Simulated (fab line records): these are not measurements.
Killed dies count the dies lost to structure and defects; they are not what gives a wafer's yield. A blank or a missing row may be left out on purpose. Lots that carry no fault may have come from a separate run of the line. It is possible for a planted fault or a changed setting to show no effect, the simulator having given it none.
A lot that was struck, set against a sound lot    flow sky130    43 out of 708 route steps
Sound: wafers L239.1, L239.2, L239.5. The struck wafers were L250.1, L250.2, L250.4. At the end, the cause is stated.
Order at every step that has rows: each side's tool, ch and its chambers, its first start. Under that, the readings that differ: sound wafers    struck wafers    difference of the means    sigmas: that difference in standard deviations of wafers without a fault.
alike: a reading whose means differ by less than 2 such deviations, as well as words and numbers matching on both sides. not compared: withheld readings; readings where some wafer has no value; bounds like >300 that might hide an equal value; numbers whose values overlap and for which the record gives no deviation.
The two part at a step that has a row with sigmas, a row that says differs or no value, or rows on one side only. When numbers do not overlap yet have no deviation, they are printed without sigmas and do not part them. Lack of a reading on every wafer of one side parts them only where that side has two or more wafers.

first, 3 steps without rows for these wafers: SKY_FIELD_ISO_EXPOSE_10 (exposes mask FOM, target cd 150 nm); SKY_FIELD_ISO_PEB_11; SKY_FIELD_ISO_DEVELOP_12 (develop time 60 s).
SKY_FIELD_ISO_CD_MEAS_13: target cd 150 nm.
  sound on cd sem-02, day 2 10:40; struck on cd sem-02, day 4 19:39
reading     sound              struck             difference  sigmas
cd nm (nm)  151.0 151.6 152.7  148.2 147.3 147.4  -4.1        -3
then, 1 step without rows for these wafers: SKY_FIELD_ISO_ETCH_14 (etches BARC in N2/H2, stops on SiO2, time 45.9 s, target depth 60 nm).
SKY_FIELD_ISO_ETCH_15: etches the open film in CHF3/O2, stops on Si, target depth 180 nm, time 72 s.
  sound on rie diel-03 ch 1,3, day 2 10:50; struck on rie diel-04 ch 0,1,2, day 4 19:49
  alike: drypump motor current A, oes product au, throttle valve pct
  not compared: rf hours counter h
SKY_FIELD_ISO_STRIP_16: strips in O2/N2.
  sound on plasma asher-01 ch 0,1, day 2 10:53; struck on plasma asher-01 ch 0,1, day 4 19:52
  alike: drypump motor current A, o2 flow sccm, oes product au, strip time to endpoint s
  not compared: rf hours counter h
SKY_FIELD_ISO_ETCH_17: etches Si in HBr/Cl2/O2, target depth 342 nm, time 97.7 s.
  sound on rie si-02 ch 0,1,3, day 2 10:59; struck on rie si-01 ch 2,3, day 4 19:58
  alike: HBr_flow_sccm, drypump motor current A, he backside leak sccm, oes product au, throttle valve pct
  not compared: rf hours counter h
then, 4 steps without rows for these wafers: SKY_FIELD_ISO_WET_ETCH_18 (etches Si3N4 in H3PO4, target depth 25 nm, time 286 s); SKY_FIELD_ISO_CLEAN_19 (cleans in SC1/SC2, time 150 s); SKY_FIELD_ISO_CLEAN_20 (cleans in dHF, time 20 s); SKY_FIELD_ISO_WET_ETCH_21 (etches SiO2 in dHF, target depth 20 nm, time 400 s).
SKY_FIELD_ISO_OXIDATION_22: stabilise 600 s, purge 300 s, target thk 10 nm.
  sound on furnace-01 ch 0, day 2 12:11; struck on furnace-01 ch 0, day 4 21:15
  alike: spike tc upper C
SKY_FIELD_ISO_THK_MEAS_23:
  sound on film metro-02, day 2 13:21; struck on film metro-02, day 4 22:25
  alike: FIELD_ISO_OXIDATION_01_THK
then, 1 step without rows for these wafers: SKY_FIELD_ISO_CVD_24 (deposits SiO2, target thk 595 nm, time 99.2 s).
SKY_FIELD_ISO_THK_MEAS_25:
  sound on film metro-04, day 2 13:29; struck on film metro-03, day 4 22:33
  alike: FIELD_ISO_CVD_24_THK
then, 1 step without rows for these wafers: SKY_FIELD_ISO_ANNEAL_26 (time 1800 s).
SKY_FIELD_ISO_CMP_27: polishes, stops on Si3N4, t overpolish 16 s, target thk 457.8 nm.
  sound on cmp-01 ch 1,2,3, day 2 15:05; struck on cmp-02 ch 0,2,3, day 5 00:23
  alike: head pressure psi, motor current A, overpolish run s, time to endpoint s
then, 5 steps without rows for these wafers: SKY_FIELD_ISO_WET_ETCH_28 (etches SiO2 in dHF, target depth 23.7 nm, time 47 s); SKY_FIELD_ISO_WET_ETCH_29 (etches Si3N4 in H3PO4, target depth 160 nm, time 1825 s); SKY_FIELD_ISO_WET_ETCH_30 (etches SiO2 in dHF, target depth 25 nm, time 50 s); SKY_NWELL_CLEAN_00 (cleans in SC1/SC2, time 150 s); SKY_NWELL_OXIDATION_01 (stabilise 600 s, purge 300 s, target thk 10 nm).
SKY_NWELL_THK_MEAS_02:
  sound on film metro-02, day 2 18:02; struck on film metro-01, day 5 03:13
reading                   sound              struck             difference  sigmas
NWELL_OXIDATION_THK (nm)  10.52 10.41 10.44  10.04 10.14 10.04  -0.38       -2
then, 8 steps without rows for these wafers: SKY_DNWELL_DEHYDRATE_00 (time 60 s); SKY_DNWELL_HMDS_01 (prime time 60 s); SKY_DNWELL_COAT_02 (resist thk 3000 nm); SKY_DNWELL_SOFTBAKE_03; SKY_DNWELL_EXPOSE_04 (exposes mask DNM, target cd 3000 nm); SKY_DNWELL_PEB_05; SKY_DNWELL_DEVELOP_06 (develop time 60 s); SKY_DNWELL_IMPLANT_07.
SKY_DNWELL_STRIP_08: strips in O2/N2.
  sound on plasma asher-01 ch 0,1, day 3 08:57; struck on plasma asher-03 ch 0,1, day 5 21:47
  alike: drypump motor current A, o2 flow sccm, oes product au, strip time to endpoint s
  not compared: rf hours counter h
SKY_DNWELL_TW_MEAS_09:
  sound on film metro-01, day 3 09:03; struck on film metro-04, day 5 21:53
  alike: DNWELL_TW
then, 7 steps without rows for these wafers: SKY_PWDE_DEHYDRATE_00 (time 60 s); SKY_PWDE_HMDS_01 (prime time 60 s); SKY_PWDE_COAT_02 (resist thk 3000 nm); SKY_PWDE_SOFTBAKE_03; SKY_PWDE_EXPOSE_04 (exposes mask PWDEM, target cd 840 nm); SKY_PWDE_PEB_05; SKY_PWDE_DEVELOP_06 (develop time 60 s).
SKY_PWDE_OVL_MEAS_07:
  sound on overlay-01, day 4 01:26; struck on overlay-01, day 6 17:06
  alike: PWDE_OVL
-- the record jumps here: 42 days lie between the struck wafers' starts before and after (it left off in module PWDE and takes up again in module PAD_OPEN, whose first step shown is number 708 of the route) --
SKY_PAD_OPEN_PROBE_99:
  sound on prober-01, day 46 01:56; struck on prober-02, day 48 20:28
reading                                        sound                 struck                difference  sigmas
model.etest.diode nwell sub.leak log10 a cm2   -7.442 -7.406 -7.224  -6.798 -7.099 -7.113  +0.354      
model.etest.diode dnwell sub.leak log10 a cm2  -7.183 -7.215 -7.386  -6.917 -6.943 -6.987  +0.312      
model.etest.nfet_16v.off log10 a um            -13.85 -13.88 -13.87  -13.68 -13.74 -13.7   +0.16       
  alike: killed_at_M0_to_M3, killed_at_M4_up, killed at contacts, killed at front end, killed at other, killed dies, killed open, killed short
  not compared: model.etest.diode pwell dnwell.leak log10 a cm2

## WHERE THEY PART
Last at SKY_NWELL_THK_MEAS_02 as far as this record goes, first at SKY_FIELD_ISO_CD_MEAS_13. Later steps at which nothing parts them and some readings are alike: SKY_DNWELL_STRIP_08, SKY_DNWELL_TW_MEAS_09, SKY_PWDE_OVL_MEAS_07, SKY_PAD_OPEN_PROBE_99.

WHY: what had been put in by the simulator
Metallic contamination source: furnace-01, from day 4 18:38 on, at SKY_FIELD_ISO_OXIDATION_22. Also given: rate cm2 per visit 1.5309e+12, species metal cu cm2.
